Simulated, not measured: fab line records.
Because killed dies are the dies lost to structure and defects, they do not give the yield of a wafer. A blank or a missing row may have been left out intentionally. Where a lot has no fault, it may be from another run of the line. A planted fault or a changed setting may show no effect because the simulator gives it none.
Which tool is to blame? ; flow gf180mcu ; 42 wafers from 14 lots sampled at 2 of the route's 602 steps

== WHAT THE GAUGES SHOWED, per wafer ==
GF_VT_IMPLANT_TW_MEAS_43. Usual: VT_IMPLANT_4_TW 695, standard deviation 6.6.
lot;measured;on;VT_IMPLANT_4_TW;flag
L238;day 7 13:52;film metro-01;685 684 683;
L239;day 7 21:32;film metro-03;702 702 704;
L240;day 8 06:12;film metro-04;703 705 703;
L241;day 8 09:26;film metro-03;698 700 704;
L244;day 9 11:38;film metro-04;694 696 694;
L249;day 10 16:48;film metro-01;690 691 696;
L250;day 10 23:04;film metro-03;698 703 698;
L252;day 12 05:22;film metro-01;685 682 685;
L253;day 12 06:33;film metro-03;695 696 694;
L254;day 12 07:00;film metro-03;692 693 692;
L255;day 12 08:18;film metro-03;694 693 695;
L257;day 13 10:14;film metro-04;700 701 702;
L258;day 13 15:23;film metro-03;692 690 691;
L260;day 14 09:08;film metro-04;701 701 700;

GF_HV_LDD_OVL_MEAS_20. Usual: HV_LDD_01_OVL 0.5 nm, standard deviation 1.4.
lot;measured;on;HV_LDD_01_OVL (nm);flag
L238;day 10 22:26;overlay-01;0.6 0.3 1.5;
L239;day 11 05:53;overlay-01;0.8 1.2 0.5;
L240;day 11 14:17;overlay-02;-0.6 -2.1 -0.1;
L241;day 11 20:17;overlay-01;1.3 1.3 0.9;
L244;day 12 22:44;overlay-01;2.0 1.2 2.7;
L249;day 14 14:35;overlay-02;1.1 0.4 1.2;
L250;day 14 14:43;overlay-02;1.4 2.4 -0.2;
L252;day 16 03:41;overlay-01;-0.3 1.7 0.3;
L253;day 16 02:59;overlay-02;-3.6 -0.6 -1.1;
L254;day 16 04:32;overlay-02;0.8 -1.7 -2.3;
L255;day 16 09:10;overlay-01;0.6 2.4 0.6;
L257;day 17 10:37;overlay-01;1.5 0.2 -0.5;
L258;day 17 16:46;overlay-01;1.8 0.5 2.6;
L260;day 18 13:17;overlay-01;-0.3 -2.9 -1.4;

== WHAT TOOL EACH LOT RAN ON (gives the tool, then ch and the chambers of the sampled wafers, and finally the start) ==
Before these readings, the record contains no process step.

== AS READ BY THE TOOLS THEMSELVES (means over the sampled wafers that have a number; for cases with no such wafer, the mark the record gives instead) ==
The record holds no such reading with a usual standard deviation.

== THE ANSWER, worked out from the rows above alone ==
Rule: lot off if the mean of its wafers having a number is beyond 3 standard deviations from the usual mean. Also off: a lot with no number at a reading for which 4 or more lots have one. All remaining lots with rows at the step are treated as sound. Order of review: gauges by route order, followed by the tools' own readings, for which a lot's mean as printed above is used. At the first step where some lot is off, the reading lying furthest off is the one used; lots without a number count as furthest.
No lot is off on any of the readings shown, so nothing can be concluded from this.

== WHAT THE SIMULATOR PUT IN ==
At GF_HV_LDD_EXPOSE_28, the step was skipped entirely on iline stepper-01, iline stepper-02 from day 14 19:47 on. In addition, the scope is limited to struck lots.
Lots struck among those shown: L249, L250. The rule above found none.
